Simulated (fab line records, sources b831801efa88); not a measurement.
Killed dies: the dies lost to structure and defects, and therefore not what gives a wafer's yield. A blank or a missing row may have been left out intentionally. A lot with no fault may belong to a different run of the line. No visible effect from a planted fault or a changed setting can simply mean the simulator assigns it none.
Chamber matching -- flow sky130 -- 4 sister chambers for SKY_VIA3_ETCH_15 on rie-diel-01
The step etches SiO2 in C4F8/O2/Ar, stops on TiN, target depth 507 nm, time 78 s. 8 wafers are shown with their chamber, then 8 later ones without.

== WAFERS, EACH WITH ITS CHAMBER ==
wafer,chamber,oes-product-au (a.u.)
L085.3,1,0.934
L085.6,0,0.928
L088.1,1,0.942
L088.3,2,0.935
L094.1,0,0.939
L094.2,3,0.936
L094.6,3,0.926
L096.1,2,0.931

== WAFERS MISSING THEIR CHAMBER ==
wafer,oes-product-au (a.u.)
L096.4,0.939
L096.6,0.929
L097.1,0.943
L097.2,0.937
L097.3,0.929
L097.4,0.931
L097.5,0.925
L097.6,0.946

== WHICH CHAMBER EACH ONE RAN IN ==
wafer,from the rows above,in truth
L096.4,can't be placed: 1 or 0 or 2 or 3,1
L096.6,can't be placed: 3 or 2 or 0 or 1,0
L097.1,can't be placed: 1 or 0 or 2 or 3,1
L097.2,can't be placed: 1 or 0 or 2 or 3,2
L097.3,can't be placed: 3 or 2 or 0 or 1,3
L097.4,can't be placed: 3 or 2 or 0 or 1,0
L097.5,can't be placed: 3 or 2 or 0 or 1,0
L097.6,can't be placed: 1 or 0 or 2 or 3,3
Placed correctly: 0 of 8. These rows do not allow placing 8 (true chamber among the candidates in 8). Number placed wrongly: 0.
How it was worked out, from the rows above alone: a wafer's distance from a chamber is the root of the sum, over the readings, of the square of ((its reading less the chamber's mean) divided by the reading's scatter). The wafer belongs to the nearest chamber; if the next one is less than 2 further off, it can't be placed. A chamber's mean is the mean of its shown wafers. How the scatter is found: for the shown wafers, subtract from each reading the mean of its chamber, square and add these, divide the total by (wafers less chambers), then take the root.
